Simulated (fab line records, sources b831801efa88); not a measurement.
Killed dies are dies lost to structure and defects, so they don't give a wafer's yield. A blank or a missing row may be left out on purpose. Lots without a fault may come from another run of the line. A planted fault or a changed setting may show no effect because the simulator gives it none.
Split-lot experiment | flow sfq_line | 5 lots, 27 wafers read, on a route of 325 steps

THE SPLIT
At SFQ_TRILAYER_I4_DEP_PECVD_099 (deposits SiO2 from SiH4/N2O, time 111.11 s, target thk 500 nm), the setting time_s was moved away from the recipe's 111.11 s on 9 of the 27 wafers read, by -59.7% to +34.0%. The other wafers ran this setting at the recipe's value.

The reading is taken at the split's own step.

THE READING
SiO2_of_TRILAYER_I4_DEP_PECVD_099.thk_nm (the simulator's own value, which no gauge read), in nm, at SFQ_TRILAYER_I4_DEP_PECVD_099 (deposits SiO2 from SiH4/N2O, time 111.11 s, target thk 500 nm). The file gives no usual value for it. The 18 wafers here that ran the recipe average 500.3 nm, standard deviation 7.1 nm.

wafer  | tool, chamber at the split | time_s as run, s | against the recipe | SiO2_of_TRILAYER_I4_DEP_PECVD_099.thk_nm, nm | against lot-mates on the recipe
L074.1 | pecvd-03, 2                | 44.82            | -59.7%             | 208.5                                        | -295.0
L074.2 | pecvd-03, 1                | 111.11           | recipe             | 494.9                                        | -
L074.3 | pecvd-03, 0                | 111.11           | recipe             | 504                                          | -
L074.4 | pecvd-03, 0                | 44.82            | -59.7%             | 210.9                                        | -292.6
L074.5 | pecvd-03, 1                | 44.82            | -59.7%             | 203                                          | -300.5
L074.6 | pecvd-03, 2                | 111.11           | recipe             | 511.6                                        | -
L078.1 | pecvd-01, 1                | 111.11           | recipe             | 486.2                                        | -
L078.2 | pecvd-01, 0                | 111.11           | recipe             | 488.3                                        | -
L078.3 | pecvd-01, 2                | 111.11           | recipe             | 493.7                                        | -
L078.4 | pecvd-01, 1                | 143.6            | +29.2%             | 638.6                                        | +149.2
L078.5 | pecvd-01, 0                | 143.6            | +29.2%             | 646.5                                        | +157.1
L078.6 | pecvd-01, 2                | 143.6            | +29.2%             | 647.7                                        | +158.3
L079.1 | pecvd-04, 1                | 148.9            | +34.0%             | 671.4                                        | +175.0
L079.2 | pecvd-04, 0                | 111.11           | recipe             | 494.6                                        | -
L079.3 | pecvd-04, 2                | 111.11           | recipe             | 494.7                                        | -
L079.4 | pecvd-04, 2                | 148.9            | +34.0%             | 672.3                                        | +175.9
L079.5 | pecvd-04, 0                | 111.11           | recipe             | 499.8                                        | -
L079.6 | pecvd-04, 1                | 148.9            | +34.0%             | 677.8                                        | +181.4
L082.2 | pecvd-03, 2                | 111.11           | recipe             | 505.7                                        | -
L082.3 | pecvd-03, 0                | 111.11           | recipe             | 501.6                                        | -
L082.5 | pecvd-03, 0                | 111.11           | recipe             | 510.1                                        | -
L085.1 | pecvd-03, 1                | 111.11           | recipe             | 499.9                                        | -
L085.2 | pecvd-03, 2                | 111.11           | recipe             | 501.2                                        | -
L085.3 | pecvd-03, 0                | 111.11           | recipe             | 497.8                                        | -
L085.4 | pecvd-03, 0                | 111.11           | recipe             | 509.9                                        | -
L085.5 | pecvd-03, 2                | 111.11           | recipe             | 508                                          | -
L085.6 | pecvd-03, 1                | 111.11           | recipe             | 503                                          | -

THE FIT
A straight line over all 27 wafers: SiO2_of_TRILAYER_I4_DEP_PECVD_099.thk_nm changes by +4.95 nm for each +1% of time_s; r = +1.00; the points scatter about the line by 6.6 nm.
The same after taking each lot's own level away (the mean of its wafers on the recipe; 27 wafers): +5.07 nm for each +1%; r = +1.00; scatter 5.2 nm.
On that fit, the largest move of time_s shifts the reading by 3e+02 nm.
The lots' own levels span 489.40 to 505.80 nm, that is 2.3 times the standard deviation above.
So the lot-to-lot level changes the slope little: the two slopes agree.
Check: with one of the wafers moved furthest among these (-59.7%) left out of the fit, the line predicts -302 nm for it against its lot-mates. It came out at -295 nm against them.

OTHER SPLITS ON THESE WAFERS
These wafers also went through other splits before the reading. Each is held against what the fit with the lots' levels taken away leaves over:
other split on the same wafers                    | wafers away from the commonest value | r with SiO2_of_TRILAYER_I4_DEP_PECVD_099.thk_nm (lot level and that fit taken away)
SFQ_TRILAYER_M3_DEP_SPUTTER_073 time_s            | 9                                    | -0.26
SFQ_TRILAYER_I3_VIA_BARC_OPEN_VIA_ETCH_121 time_s | 9                                    | +0.05

THE WHOLE CHAIN: every reading that the file lists as answering this split, in the file's order
step                          | what it does                                                  | reading                                                                                   | change (the file's fit)                                                                       | r (the file's)
SFQ_TRILAYER_I4_DEP_PECVD_099 | deposits SiO2 from SiH4/N2O, time 111.11 s, target thk 500 nm | SiO2_of_TRILAYER_I4_DEP_PECVD_099.thk_nm (the simulator's own value, which no gauge read) | +5.07 nm for each +1% of the setting                                                          | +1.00
SFQ_TRILAYER_I4_CMP_CMP_100   | polishes SiO2                                                 | time_to_endpoint_s                                                                        | not straight: withheld at the lowest setting, withheld at the recipe, withheld at the highest | not given

THE FILE'S OWN FIT
SiO2_of_TRILAYER_I4_DEP_PECVD_099.thk_nm changes by +5.07 nm for each +1% of time_s, r = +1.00.
